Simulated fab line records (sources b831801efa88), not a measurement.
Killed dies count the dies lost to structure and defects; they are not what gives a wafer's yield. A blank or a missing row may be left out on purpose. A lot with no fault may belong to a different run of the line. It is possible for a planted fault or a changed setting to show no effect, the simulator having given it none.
fab line records -- flow sky130 -- part 1 of 2: steps 1 to 26 of 39
record: lots: 5, wafers: 15, last-day: 50
route steps=708 shown VIA1@479 METAL2@483 VIA2@507
lots untouched by any fault: they come from a run of this same line in which no faults occurred
start-h: hours from the record's opening day to when the first of the lot's shown wafers began -- wait-h: time in hours since the lot's previous step -- " repeats the value in the row above -- L1.1+2: a row that stands for several wafers -- - either no value or no given start -- * or withheld: withheld -- < > ~ a bound
route shown NAME@n: a module of which the file shows steps, and the number in the route of the first -- usual: the fault-free wafers' mean and standard deviation -- same: alike in all rows -- chamber/n: place in a boat -- sites: the reading at each site -- _std_site: the values' standard deviation -- _edge_site: mean of outer sites minus mean of inner sites -- radius-mm: for every site, how far away it sits from the centre of the wafer -- mask NAME#n: copy n -- behind: the most recent tool/chamber to have shaped the wafer -- hold: what put the lot on hold/how long, in hours/how the hold closed -- device: transistor that didn't switch, given as n, p or np -- end of line: the same wafers' tests at the end of the route -- where a step has no rows: the recipe by itself -- killed: count of dies lost to structure and defects at first sort (not the wafer's yield) -- map: dies across one wafer; x = killed, . = not, _ = none there
set.NAME: the setting the step ran with; set.NAME@STEP: the setting that earlier step ran with -- model.NAME: the simulator's own value behind a step, which no gauge read
lots at selected steps of the route; one table per step, one row per wafer
services: when a tool's chamber went out of use (start-h, in hours from the record's first day, below 0 if earlier), for how many hours, and the reason
== steps ==
step: SKY_VIA1_CVD_21
recipe: material: W, target-thk-nm: 270, time-s: 80.902, temp-c: 400, pressure-torr: 40
usual: heater-power-w: 874/45
same: time-s: 80.902
lot.wafer,tool,chamber,start-h,wait-h,heater-power-w
L077.3,cvd-w-02,1,824.92,0.1,829
L077.4,cvd-w-02,0,824.92,0.1,918
L077.6,cvd-w-02,1,824.92,0.1,846
L084.1,cvd-w-02,0,869.99,0.0,913
L084.3,cvd-w-02,0,869.99,0.0,932
L084.6,cvd-w-02,0,869.99,0.0,933
L092.2,cvd-w-01,0,935.79,0.0,866
L092.3,cvd-w-01,1,935.79,0.0,913
L092.4,cvd-w-01,0,935.79,0.0,880
L095.2,cvd-w-01,1,946.10,0.0,919
L095.4,cvd-w-01,1,946.10,0.0,900
L095.5,cvd-w-01,1,946.10,0.0,931
L097.1,cvd-w-01,1,960.54,0.0,916
L097.2,cvd-w-01,0,960.54,0.0,907
L097.4,cvd-w-01,0,960.54,0.0,867
step: SKY_VIA1_RS_MEAS_22
recipe: thk-meas-gauge: four-point-probe, reads: W_of_VIA1_CVD_21+TiN_of_VIA1_SPUTTER_20
usual: VIA1_W_RS: 0.426/0.0051
lot.wafer,tool,chamber,start-h,wait-h,VIA1_W_RS[ohm/sq]
L077.3,film-metro-03,-,825.04,0.1,0.428
L077.4,film-metro-03,-,825.04,0.1,0.428
L077.6,film-metro-03,-,825.04,0.1,0.426
L084.1,film-metro-03,-,870.09,0.1,0.430
L084.3,film-metro-03,-,870.09,0.1,0.430
L084.6,film-metro-03,-,870.09,0.1,0.429
L092.2,film-metro-04,-,935.90,0.1,0.428
L092.3,film-metro-04,-,935.90,0.1,0.423
L092.4,film-metro-04,-,935.90,0.1,0.425
L095.2,film-metro-04,-,946.22,0.1,0.418
L095.4,film-metro-04,-,946.22,0.1,0.423
L095.5,film-metro-04,-,946.22,0.1,0.424
L097.1,film-metro-03,-,960.64,0.1,0.420
L097.2,film-metro-03,-,960.64,0.1,0.429
L097.4,film-metro-03,-,960.64,0.1,0.434
step: SKY_VIA1_THK_MEAS_23
recipe: thk-meas-gauge: xrf, reads: W_of_VIA1_CVD_21
usual: VIA1_W_THK: 279/4
lot.wafer,tool,chamber,start-h,wait-h,VIA1_W_THK[nm]
L077.3,film-metro-03,-,825.14,0.1,281
L077.4,film-metro-03,-,825.14,0.1,278
L077.6,film-metro-03,-,825.14,0.1,282
L084.1,film-metro-03,-,870.21,0.1,277
L084.3,film-metro-03,-,870.21,0.1,278
L084.6,film-metro-03,-,870.21,0.1,279
L092.2,film-metro-04,-,936.01,0.1,274
L092.3,film-metro-04,-,936.01,0.1,278
L092.4,film-metro-04,-,936.01,0.1,275
L095.2,film-metro-04,-,946.33,0.1,281
L095.4,film-metro-04,-,946.33,0.1,278
L095.5,film-metro-04,-,946.33,0.1,277
L097.1,film-metro-03,-,960.76,0.1,284
L097.2,film-metro-03,-,960.76,0.1,279
L097.4,film-metro-03,-,960.76,0.1,274
step: SKY_VIA1_CMP_24
recipe: stop-on: SiO2, t-overpolish-s: 15, down-force-psi: 3.5, platen-rpm: 60, target-thk-nm: 0, pad-velocity-m-s: 0.94248
usual: motor-current-A: 10.8/0.62, overpolish-run-s: 15.000/0.0089, time-to-endpoint-s: 65.2/2.2
lot.wafer,tool,chamber,start-h,wait-h,motor-current-A,overpolish-run-s,time-to-endpoint-s
L077.3,cmp-01,0,825.18,0.0,11.5,14.994,64.5
L077.4,cmp-01,2,825.18,0.0,10.4,14.999,64.4
L077.6,cmp-01,0,825.18,0.0,11.2,14.978,67.0
L084.3,cmp-02,2,870.27,0.0,10.4,15.006,64.1
L084.1,cmp-02,1,870.27,0.0,12.2,14.988,62.9
L084.6,cmp-02,3,870.27,0.0,10.5,14.985,63.5
L092.4,cmp-01,3,936.15,0.1,10.4,15.010,63.5
L092.3,cmp-01,0,936.15,0.1,10.9,14.995,64.0
L092.2,cmp-01,1,936.15,0.1,10.8,15.015,61.7
L095.2,cmp-02,3,946.38,0.0,10.5,15.018,66.2
L095.4,cmp-02,0,946.38,0.0,11.0,14.992,68.2
L095.5,cmp-02,0,946.38,0.0,11.2,14.994,69.0
L097.1,cmp-02,1,960.82,0.1,11.3,15.015,65.4
L097.2,cmp-02,3,960.82,0.1,10.3,14.998,63.0
L097.4,cmp-02,0,960.82,0.1,10.9,14.995,64.8
step: SKY_METAL2_SPUTTER_00
recipe: material: Ti, target-thk-nm: 15, power-w: 3000, time-s: 10, chamber-pressure-pa: 0.4
usual: throttle-valve-pct: 30.1/0.83
same: time-s: 10
lot.wafer,tool,chamber,start-h,wait-h,throttle-valve-pct
L077.3,pvd-sputter-02,-,825.48,0.2,30.7
L077.4,pvd-sputter-02,-,825.48,0.2,30.5
L077.6,pvd-sputter-02,-,825.48,0.2,29.1
L084.1,pvd-sputter-02,-,870.57,0.1,30.6
L084.3,pvd-sputter-02,-,870.57,0.1,30.6
L084.6,pvd-sputter-02,-,870.57,0.1,30.4
L092.2,pvd-sputter-02,-,936.40,0.1,30.3
L092.3,pvd-sputter-02,-,936.40,0.1,29.2
L092.4,pvd-sputter-02,-,936.40,0.1,30.7
L095.2,pvd-sputter-03,-,946.68,0.2,28.8
L095.4,pvd-sputter-03,-,946.68,0.2,31.4
L095.5,pvd-sputter-03,-,946.68,0.2,31.4
L097.1,pvd-sputter-02,-,961.12,0.2,30.5
L097.2,pvd-sputter-02,-,961.12,0.2,30.6
L097.4,pvd-sputter-02,-,961.12,0.2,29.0
step: SKY_METAL2_SPUTTER_01
recipe: material: TiN, target-thk-nm: 20, power-w: 6500, time-s: 16.7, chamber-pressure-pa: 0.4
usual: throttle-valve-pct: 30.1/0.82
same: time-s: 16.7
lot.wafer,tool,chamber,start-h,wait-h,throttle-valve-pct
L077.3,pvd-sputter-02,-,825.51,0.0,30.3
L077.4,pvd-sputter-02,-,825.51,0.0,30.3
L077.6,pvd-sputter-02,-,825.51,0.0,29.2
L084.1,pvd-sputter-02,-,870.59,0.0,30.7
L084.3,pvd-sputter-02,-,870.59,0.0,30.2
L084.6,pvd-sputter-02,-,870.59,0.0,30.6
L092.2,pvd-sputter-02,-,936.42,0.0,30.5
L092.3,pvd-sputter-02,-,936.42,0.0,28.9
L092.4,pvd-sputter-02,-,936.42,0.0,30.4
L095.2,pvd-sputter-03,-,946.70,0.0,28.6
L095.4,pvd-sputter-03,-,946.70,0.0,31.3
L095.5,pvd-sputter-03,-,946.70,0.0,31.5
L097.1,pvd-sputter-02,-,961.14,0.0,30.3
L097.2,pvd-sputter-02,-,961.14,0.0,30.8
L097.4,pvd-sputter-02,-,961.14,0.0,28.9
step: SKY_METAL2_SPUTTER_02
recipe: material: AlCu, target-thk-nm: 250, power-w: 10600, time-s: 13.3, chamber-pressure-pa: 0.4
usual: throttle-valve-pct: 30.1/0.81
same: time-s: 13.3
lot.wafer,tool,chamber,start-h,wait-h,throttle-valve-pct
L077.3,pvd-sputter-02,-,825.53,0.0,30.5
L077.4,pvd-sputter-02,-,825.53,0.0,30.3
L077.6,pvd-sputter-02,-,825.53,0.0,29.1
L084.1,pvd-sputter-02,-,870.61,0.0,30.6
L084.3,pvd-sputter-02,-,870.61,0.0,30.5
L084.6,pvd-sputter-02,-,870.61,0.0,30.6
L092.2,pvd-sputter-02,-,936.45,0.0,30.7
L092.3,pvd-sputter-02,-,936.45,0.0,28.8
L092.4,pvd-sputter-02,-,936.45,0.0,30.3
L095.2,pvd-sputter-03,-,946.72,0.0,28.7
L095.4,pvd-sputter-03,-,946.72,0.0,31.4
L095.5,pvd-sputter-03,-,946.72,0.0,31.3
L097.1,pvd-sputter-02,-,961.17,0.0,30.5
L097.2,pvd-sputter-02,-,961.17,0.0,30.6
L097.4,pvd-sputter-02,-,961.17,0.0,29.1
step: SKY_METAL2_SPUTTER_03
recipe: material: Ti, target-thk-nm: 5, power-w: 3000, time-s: 3.3, chamber-pressure-pa: 0.4
usual: throttle-valve-pct: 30.1/0.82
same: time-s: 3.3
lot.wafer,tool,chamber,start-h,wait-h,throttle-valve-pct
L077.3,pvd-sputter-02,-,825.56,0.0,30.5
L077.4,pvd-sputter-02,-,825.56,0.0,30.4
L077.6,pvd-sputter-02,-,825.56,0.0,29.2
L084.1,pvd-sputter-02,-,870.64,0.0,30.5
L084.3,pvd-sputter-02,-,870.64,0.0,30.3
L084.6,pvd-sputter-02,-,870.64,0.0,30.2
L092.2,pvd-sputter-02,-,936.47,0.0,30.7
L092.3,pvd-sputter-02,-,936.47,0.0,29.0
L092.4,pvd-sputter-02,-,936.47,0.0,30.2
L095.2,pvd-sputter-03,-,946.75,0.0,28.8
L095.4,pvd-sputter-03,-,946.75,0.0,31.5
L095.5,pvd-sputter-03,-,946.75,0.0,31.6
L097.1,pvd-sputter-02,-,961.19,0.0,30.4
L097.2,pvd-sputter-02,-,961.19,0.0,30.7
L097.4,pvd-sputter-02,-,961.19,0.0,28.9
step: SKY_METAL2_SPUTTER_04
recipe: material: TiN, target-thk-nm: 70, power-w: 6500, time-s: 58.3, chamber-pressure-pa: 0.4
usual: throttle-valve-pct: 30.1/0.84
same: time-s: 58.3
lot.wafer,tool,chamber,start-h,wait-h,throttle-valve-pct
L077.3,pvd-sputter-02,-,825.57,0.0,30.6
L077.4,pvd-sputter-02,-,825.57,0.0,30.6
L077.6,pvd-sputter-02,-,825.57,0.0,29.1
L084.1,pvd-sputter-02,-,870.66,0.0,30.4
L084.3,pvd-sputter-02,-,870.66,0.0,30.6
L084.6,pvd-sputter-02,-,870.66,0.0,30.6
L092.2,pvd-sputter-02,-,936.49,0.0,30.5
L092.3,pvd-sputter-02,-,936.49,0.0,28.9
L092.4,pvd-sputter-02,-,936.49,0.0,30.5
L095.2,pvd-sputter-03,-,946.77,0.0,28.7
L095.4,pvd-sputter-03,-,946.77,0.0,31.4
L095.5,pvd-sputter-03,-,946.77,0.0,31.5
L097.1,pvd-sputter-02,-,961.21,0.0,30.7
L097.2,pvd-sputter-02,-,961.21,0.0,30.5
L097.4,pvd-sputter-02,-,961.21,0.0,29.0
step: SKY_METAL2_RS_MEAS_05
recipe: thk-meas-gauge: four-point-probe, reads: TiN_of_METAL2_SPUTTER_04+Ti_of_METAL2_SPUTTER_03+AlCu_of_METAL2_SPUTTER_02+TiN_of_METAL2_SPUTTER_01+Ti_of_METAL2_SPUTTER_00
usual: METAL2_ALCU_RS: 0.1270/0.0014
lot.wafer,tool,chamber,start-h,wait-h,METAL2_ALCU_RS[ohm/sq]
L077.3,film-metro-02,-,825.66,0.1,0.1265
L077.4,film-metro-02,-,825.66,0.1,0.1259
L077.6,film-metro-02,-,825.66,0.1,0.1270
L084.1,film-metro-03,-,870.71,0.0,0.1274
L084.3,film-metro-03,-,870.71,0.0,0.1264
L084.6,film-metro-03,-,870.71,0.0,0.1268
L092.2,film-metro-02,-,936.56,0.0,0.1278
L092.3,film-metro-02,-,936.56,0.0,0.1298
L092.4,film-metro-02,-,936.56,0.0,0.1285
L095.2,film-metro-01,-,946.84,0.0,0.1259
L095.4,film-metro-01,-,946.84,0.0,0.1263
L095.5,film-metro-01,-,946.84,0.0,0.1266
L097.1,film-metro-03,-,961.26,0.0,0.1278
L097.2,film-metro-03,-,961.26,0.0,0.1260
L097.4,film-metro-03,-,961.26,0.0,0.1269
step: SKY_METAL2_THK_MEAS_06
recipe: thk-meas-gauge: xrf, reads: AlCu_of_METAL2_SPUTTER_02
usual: METAL2_ALCU_THK: 247/3.1
lot.wafer,tool,chamber,start-h,wait-h,METAL2_ALCU_THK[nm]
L077.3,film-metro-02,-,825.76,0.1,246
L077.4,film-metro-02,-,825.76,0.1,245
L077.6,film-metro-02,-,825.76,0.1,243
L084.1,film-metro-03,-,870.83,0.1,248
L084.3,film-metro-03,-,870.83,0.1,249
L084.6,film-metro-03,-,870.83,0.1,248
L092.2,film-metro-02,-,936.67,0.1,244
L092.3,film-metro-02,-,936.67,0.1,242
L092.4,film-metro-02,-,936.67,0.1,243
L095.2,film-metro-01,-,946.95,0.1,251
L095.4,film-metro-01,-,946.95,0.1,250
L095.5,film-metro-01,-,946.95,0.1,252
L097.1,film-metro-03,-,961.38,0.1,245
L097.2,film-metro-03,-,961.38,0.1,249
L097.4,film-metro-03,-,961.38,0.1,245
step: SKY_METAL2_DEHYDRATE_07
recipe: temp-c: 200, time-s: 60
usual: plate-temp-C: 200.02/0.17
same: time-s: 60
lot.wafer,tool,chamber,start-h,wait-h,plate-temp-C
L077.3,litho-track-01,0,838.19,12.4,200.18
L077.4,litho-track-01,0,838.19,12.4,199.92
L077.6,litho-track-01,0,838.19,12.4,200.15
L084.1,litho-track-02,0,882.85,12.0,200.00
L084.3,litho-track-02,0,882.85,12.0,200.02
L084.6,litho-track-02,0,882.85,12.0,200.03
L092.2,litho-track-03,0,948.52,11.8,200.06
L092.3,litho-track-03,0,948.52,11.8,200.14
L092.4,litho-track-03,0,948.52,11.8,200.11
L095.2,litho-track-02,0,958.83,11.9,200.26
L095.4,litho-track-02,0,958.83,11.9,200.33
L095.5,litho-track-02,0,958.83,11.9,200.11
L097.1,litho-track-03,0,971.94,10.6,200.06
L097.2,litho-track-03,0,971.94,10.6,200.16
L097.4,litho-track-03,0,971.94,10.6,200.39
step: SKY_METAL2_HMDS_08
recipe: prime-time-s: 60, prime-temp-c: 120
lot.wafer,tool,chamber,start-h,wait-h
L077.3+4+6,litho-track-01,0,838.34,0.1
L084.1+3+6,litho-track-02,0,883.00,0.1
L092.2+3+4,litho-track-03,0,948.67,0.1
L095.2+4+5,litho-track-02,0,958.98,0.1
L097.1+2+4,litho-track-03,0,972.09,0.1
step: SKY_METAL2_COAT_09
recipe: resist: BARC, temp-c: withheld, time-s: withheld, spin-rpm: 3000, resist-thk-nm: 60
lot.wafer,tool,chamber,start-h,wait-h
L077.3+4+6,litho-track-01,0,838.49,0.1
L084.1+3+6,litho-track-02,0,883.15,0.1
L092.2+3+4,litho-track-03,0,948.82,0.1
L095.2+4+5,litho-track-02,0,959.13,0.1
L097.1+2+4,litho-track-03,0,972.24,0.1
step: SKY_METAL2_COAT_10
recipe: resist: KrF-thick, spin-rpm: 3000, resist-thk-nm: 450
lot.wafer,tool,chamber,start-h,wait-h
L077.3+4+6,litho-track-01,0,-,-
L084.1+3+6,litho-track-02,0,-,-
L092.2+3+4,litho-track-03,0,-,-
L095.2+4+5,litho-track-02,0,-,-
L097.1+2+4,litho-track-03,0,-,-
step: SKY_METAL2_SOFTBAKE_11
recipe: temp-c: 100, time-s: 90, resist: KrF-thick
usual: plate-temp-C: 100.01/0.13
same: time-s: 90
lot.wafer,tool,chamber,start-h,wait-h,plate-temp-C
L077.3,litho-track-01,0,-,-,100.04
L077.4,litho-track-01,0,-,-,99.97
L077.6,litho-track-01,0,-,-,100.06
L084.1,litho-track-02,0,-,-,99.77
L084.3,litho-track-02,0,-,-,99.73
L084.6,litho-track-02,0,-,-,99.91
L092.2,litho-track-03,0,-,-,100.12
L092.3,litho-track-03,0,-,-,100.10
L092.4,litho-track-03,0,-,-,100.02
L095.2,litho-track-02,0,-,-,100.08
L095.4,litho-track-02,0,-,-,99.73
L095.5,litho-track-02,0,-,-,99.79
L097.1,litho-track-03,0,-,-,100.08
L097.2,litho-track-03,0,-,-,100.10
L097.4,litho-track-03,0,-,-,100.00
step: SKY_METAL2_EXPOSE_12
recipe: mask-id: MM2, na: 0.8, source-shape: annular, sigma-inner: 0.55, sigma-outer: 0.85, target-cd-nm: 140, dose-mj: 28
same: sigma-outer: 0.85
lot.wafer,tool,chamber,start-h,wait-h,mask
L077.3+4+6,krf-scanner-01,0,-,-,MM2#0
L084.1+3+6,krf-scanner-02,0,-,-,MM2#0
L092.2+3+4,krf-scanner-02,0,-,-,MM2#0
L095.2+4+5,krf-scanner-01,0,-,-,MM2#0
L097.1+2+4,krf-scanner-02,0,-,-,MM2#0
step: SKY_METAL2_PEB_13
recipe: peb-temp-c: withheld, peb-time-s: withheld, resist: KrF-thick
lot.wafer,tool,chamber,start-h,wait-h
L077.3+4+6,litho-track-02,0,-,-
L084.1+3+6,litho-track-01,0,-,-
L092.2+3+4,litho-track-03,0,-,-
L095.2+4+5,litho-track-02,0,-,-
L097.1+2+4,litho-track-01,0,-,-
step: SKY_METAL2_DEVELOP_14
recipe: develop-time-s: 60, resist: KrF-thick, dev-temp-c: 21
lot.wafer,tool,chamber,start-h,wait-h
L077.3+4+6,litho-track-02,0,-,-
L084.1+3+6,litho-track-01,0,-,-
L092.2+3+4,litho-track-03,0,-,-
L095.2+4+5,litho-track-02,0,-,-
L097.1+2+4,litho-track-01,0,-,-
step: SKY_METAL2_CD_MEAS_15
recipe: target-cd-nm: 140
usual: cd-nm: 140.3/1.4
lot.wafer,tool,chamber,start-h,wait-h,cd-nm
L077.3,cd-sem-01,-,852.54,-,140.6
L077.4,cd-sem-01,-,852.54,-,141.9
L077.6,cd-sem-01,-,852.54,-,143.6
L084.1,cd-sem-01,-,895.24,-,139.8
L084.3,cd-sem-01,-,895.24,-,140.6
L084.6,cd-sem-01,-,895.24,-,139.2
L092.2,cd-sem-02,-,961.26,-,137.4
L092.3,cd-sem-02,-,961.26,-,136.5
L092.4,cd-sem-02,-,961.26,-,136.3
L095.2,cd-sem-01,-,970.37,-,140.5
L095.4,cd-sem-01,-,970.37,-,140.6
L095.5,cd-sem-01,-,970.37,-,140.1
L097.1,cd-sem-02,-,984.49,-,142.4
L097.2,cd-sem-02,-,984.49,-,141.4
L097.4,cd-sem-02,-,984.49,-,141.7
step: SKY_METAL2_OVL_MEAS_16
usual: METAL2_OVL: 1/5.4
lot.wafer,tool,chamber,start-h,wait-h,METAL2_OVL[nm]
L077.3,overlay-01,-,852.63,0.1,0
L077.4,overlay-01,-,852.63,0.1,10
L077.6,overlay-01,-,852.63,0.1,14
L084.1,overlay-02,-,895.36,0.1,-5
L084.3,overlay-02,-,895.36,0.1,-2
L084.6,overlay-02,-,895.36,0.1,11
L092.2,overlay-01,-,961.37,0.1,-2
L092.3,overlay-01,-,961.37,0.1,-1
L092.4,overlay-01,-,961.37,0.1,-1
L095.2,overlay-01,-,970.48,0.1,-6
L095.4,overlay-01,-,970.48,0.1,-1
L095.5,overlay-01,-,970.48,0.1,-7
L097.1,overlay-01,-,984.61,0.1,4
L097.2,overlay-01,-,984.61,0.1,-2
L097.4,overlay-01,-,984.61,0.1,0
step: SKY_METAL2_DESCUM_17
recipe: chemistry: O2, source-power-w: 150, bias-power-w: 0, pressure-mtorr: 10, temp-c: 40, time-s: 8
usual: drypump-motor-current-A: 6.0/0.5, he-backside-leak-sccm: 3.4/0.31, oes-product-au: 1.002/0.0098
same: time-s: 8
lot.wafer,tool,chamber,start-h,wait-h,drypump-motor-current-A,he-backside-leak-sccm,oes-product-au,rf-hours-counter-h
L077.3,rie-metal-01,0,852.67,0.0,6.0,3.3,1.001,-
L077.4,rie-metal-01,1,852.67,0.0,6.4,3.2,1.022,-
L077.6,rie-metal-01,0,852.67,0.0,6.0,3.2,0.993,-
L084.1,rie-metal-04,1,895.40,0.0,6.5,3.5,1.007,8
L084.3,rie-metal-04,1,895.40,0.0,6.5,3.6,1.008,-
L084.6,rie-metal-04,0,895.40,0.0,6.3,3.5,0.991,-
L092.2,rie-metal-02,1,961.40,0.0,5.7,3.2,0.993,9
L092.3,rie-metal-02,1,961.40,0.0,5.7,3.2,1.001,-
L092.4,rie-metal-02,0,961.40,0.0,5.0,3.3,0.995,-
L095.2,rie-metal-01,0,970.51,0.0,6.0,3.7,1.005,11
L095.4,rie-metal-01,1,970.51,0.0,6.4,3.3,1.018,-
L095.5,rie-metal-01,0,970.51,0.0,6.0,3.4,1.009,-
L097.1,rie-metal-02,1,984.65,0.0,5.7,3.0,1.003,10
L097.2,rie-metal-02,0,984.65,0.0,5.0,3.2,1.005,12
L097.4,rie-metal-02,1,984.65,0.0,5.7,3.3,0.995,-
step: SKY_METAL2_ETCH_18
recipe: chemistry: N2/H2, target: BARC, ion-energy-ev: 200, bias-w: 100, pressure-mtorr: 30, n2-flow-sccm: 100, h2-flow-sccm: 200, icp-w: 500, stop-on: SiO2, time-s: 45.9, target-depth-a: 600
usual: drypump-motor-current-A: 6.0/0.51, he-backside-leak-sccm: 3.35/0.19, oes-product-au: 0.855/0.0045, throttle-valve-pct: 13.225/0.009
same: time-s: 45.9
lot.wafer,tool,chamber,start-h,wait-h,drypump-motor-current-A,he-backside-leak-sccm,oes-product-au,rf-hours-counter-h,throttle-valve-pct
L077.3,rie-metal-01,0,852.71,0.0,6.0,3.54,0.852,-,13.240
L077.4,rie-metal-01,1,852.71,0.0,6.4,3.48,0.854,-,13.225
L077.6,rie-metal-01,0,852.71,0.0,6.0,3.33,0.853,-,13.220
L084.1,rie-metal-04,1,895.43,0.0,6.5,3.31,0.862,8,13.221
L084.3,rie-metal-04,1,895.43,0.0,6.5,3.30,0.859,-,13.225
L084.6,rie-metal-04,0,895.43,0.0,6.2,3.54,0.851,-,13.229
L092.2,rie-metal-02,1,961.43,0.0,5.8,3.48,0.858,9,13.222
L092.3,rie-metal-02,1,961.43,0.0,5.7,3.21,0.859,-,13.225
L092.4,rie-metal-02,0,961.43,0.0,5.0,3.34,0.852,-,13.230
L095.2,rie-metal-01,0,970.54,0.0,6.0,3.36,0.859,11,13.239
L095.4,rie-metal-01,1,970.54,0.0,6.4,3.24,0.855,-,13.233
L095.5,rie-metal-01,0,970.54,0.0,6.0,3.47,0.847,-,13.220
L097.1,rie-metal-02,1,984.68,0.0,5.7,2.77,0.848,10,13.247
L097.2,rie-metal-02,0,984.68,0.0,5.0,3.26,0.854,12,13.198
L097.4,rie-metal-02,1,984.68,0.0,5.7,2.90,0.855,-,13.210
step: SKY_METAL2_METAL_ETCH_19
recipe: target-depth-a: 3600, stop-on: SiO2, over-etch-frac: 0.3, time-s: 78, chemistry: Cl2/BCl3, resist-sidewall-deg: 88, pressure-mtorr: 10, icp-w: 900, bias-w: 48.5, Cl2_flow_sccm: 60, bcl3-flow-sccm: 30
usual: drypump-motor-current-A: 6.0/0.5, he-backside-leak-sccm: 3.34/0.19, oes-product-au: 0.854/0.0058, throttle-valve-pct: 22.263/0.0096
same: time-s: 78
lot.wafer,tool,chamber,start-h,wait-h,drypump-motor-current-A,he-backside-leak-sccm,oes-product-au,rf-hours-counter-h,throttle-valve-pct
L077.3,rie-metal-01,0,852.78,0.1,6.0,3.41,0.846,-,22.263
L077.4,rie-metal-01,1,852.78,0.1,6.4,3.45,0.851,-,22.273
L077.6,rie-metal-01,0,852.78,0.1,6.0,3.26,0.854,-,22.248
L084.1,rie-metal-04,1,895.49,0.0,6.5,3.60,0.863,8,22.268
L084.3,rie-metal-04,1,895.49,0.0,6.5,3.61,0.857,-,22.260
L084.6,rie-metal-04,0,895.49,0.0,6.3,3.74,0.850,-,22.260
L092.2,rie-metal-02,1,961.49,0.0,5.7,3.15,0.861,9,22.263
L092.3,rie-metal-02,1,961.49,0.0,5.7,3.15,0.853,-,22.263
L092.4,rie-metal-02,0,961.49,0.0,5.0,3.34,0.847,-,22.245
L095.2,rie-metal-01,0,970.60,0.0,6.0,3.17,0.851,11,22.253
L095.4,rie-metal-01,1,970.60,0.0,6.4,3.44,0.857,-,22.270
L095.5,rie-metal-01,0,970.60,0.0,6.0,3.38,0.857,-,22.244
L097.1,rie-metal-02,1,984.75,0.0,5.7,3.21,0.849,10,22.272
L097.2,rie-metal-02,0,984.75,0.0,5.0,3.25,0.854,12,22.258
L097.4,rie-metal-02,1,984.75,0.0,5.8,3.17,0.849,-,22.264
step: SKY_METAL2_STRIP_20
recipe: chemistry: O2/N2, power-w: 1400, pressure-mtorr: 1500, platen-temp-c: withheld, o2-flow-sccm: 3000, n2-flow-sccm: 300, overash-fraction: 0.5
usual: drypump-motor-current-A: 6.1/0.44, oes-product-au: 0.342/0.0046, strip-time-to-endpoint-s: 2.68/0.044
lot.wafer,tool,chamber,start-h,wait-h,drypump-motor-current-A,oes-product-au,rf-hours-counter-h,strip-time-to-endpoint-s
L077.3,plasma-asher-02,0,852.88,0.1,6.0,0.343,-,2.69
L077.4,plasma-asher-02,1,852.88,0.1,6.8,0.338,-,2.64
L077.6,plasma-asher-02,1,852.88,0.1,6.8,0.332,-,2.66
L084.1,plasma-asher-01,1,895.58,0.1,5.6,0.342,14,2.70
L084.3,plasma-asher-01,0,895.58,0.1,6.1,0.339,-,2.70
L084.6,plasma-asher-01,0,895.58,0.1,6.1,0.348,-,2.76
L092.2,plasma-asher-02,1,961.58,0.1,6.8,0.346,53,2.71
L092.3,plasma-asher-02,1,961.58,0.1,6.8,0.337,-,2.68
L092.4,plasma-asher-02,0,961.58,0.1,6.1,0.345,-,2.70
L095.2,plasma-asher-02,0,970.69,0.1,6.1,0.342,54,2.69
L095.4,plasma-asher-02,0,970.69,0.1,6.1,0.344,-,2.64
L095.5,plasma-asher-02,1,970.69,0.1,6.8,0.346,-,2.70
L097.1,plasma-asher-04,0,984.84,0.1,5.7,0.341,117,2.68
L097.2,plasma-asher-04,1,984.84,0.1,6.6,0.343,117,2.68
L097.4,plasma-asher-04,0,984.84,0.1,5.7,0.346,-,2.69
step: SKY_METAL2_STRIP_21
recipe: chemistry: post-etch-residue-remover, time-s: 1200, temp-c: 72.5
same: time-s: 1200
lot.wafer,tool,chamber,start-h,wait-h
L077.3+4+6,wet-bench-01,1,852.94,0.0
L084.1+3+6,wet-bench-01,2,895.68,0.1
L092.2+3+4,wet-bench-02,1,961.68,0.1
L095.2+4+5,wet-bench-04,1,970.79,0.1
L097.1+2+4,wet-bench-01,1,984.94,0.1
